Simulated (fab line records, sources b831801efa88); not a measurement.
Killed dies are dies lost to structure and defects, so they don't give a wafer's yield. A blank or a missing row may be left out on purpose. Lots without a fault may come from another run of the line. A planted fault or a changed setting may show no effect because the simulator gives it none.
Chamber matching | flow sky130 | SKY_VIA4_CMP_21 on cmp-02: 4 sister chambers
The step polishes, stops on SiO2, t overpolish 25 s, target thk 0 nm. 8 wafers are shown with their chamber, then 11 later ones without.

WAFERS WITH THEIR CHAMBER
wafer  | chamber | time_to_endpoint_s (s) | motor_current_A (A)
L080.2 | 2       | 114                    | 10.5
L080.6 | 3       | 138                    | 10.7
L081.4 | 2       | 109                    | 10.5
L083.2 | 1       | 120                    | 11.3
L085.1 | 0       | 124                    | 10.0
L085.2 | 3       | 130                    | 10.9
L085.3 | 1       | 120                    | 11.1
L087.2 | 0       | 124                    | 10.3

WAFERS WITHOUT THEIR CHAMBER
wafer  | time_to_endpoint_s (s) | motor_current_A (A)
L087.3 | 113                    | 11.2
L087.4 | 120                    | 11.3
L089.3 | 128                    | 11.1
L089.4 | 126                    | 10.6
L089.6 | 133                    | 10.9
L092.1 | 112                    | 10.7
L092.5 | 112                    | 11.6
L092.6 | 136                    | 11.1
L093.2 | 120                    | 10.2
L093.3 | 110                    | 10.1
L093.6 | 113                    | 10.8

WHICH CHAMBER EACH WENT THROUGH
wafer  | from the rows above               | in truth
L087.3 | 1                                 | 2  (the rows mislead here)
L087.4 | 1                                 | 1
L089.3 | can't be placed: 1 or 3           | 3
L089.4 | can't be placed: 3 or 0 or 2 or 1 | 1
L089.6 | 3                                 | 3
L092.1 | 2                                 | 2
L092.5 | 1                                 | 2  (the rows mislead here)
L092.6 | 3                                 | 3
L093.2 | 0                                 | 0
L093.3 | can't be placed: 2 or 0           | 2
L093.6 | can't be placed: 2 or 1           | 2
Placed correctly: 5 of 11. Can't be placed from these rows: 4 (the true chamber is among the candidates in 4). Placed wrongly: 2.
How it was worked out, from the rows above alone: a wafer's distance from a chamber is the root of the sum, over the readings, of the square of ((its reading less the chamber's mean) divided by the reading's scatter). The wafer belongs to the nearest chamber; if the next one is less than 2 further off, it can't be placed. A chamber's mean is the mean of its shown wafers. The scatter: the root of (the sum of the squares of (reading less its chamber's mean) over the shown wafers, divided by (wafers less chambers)).
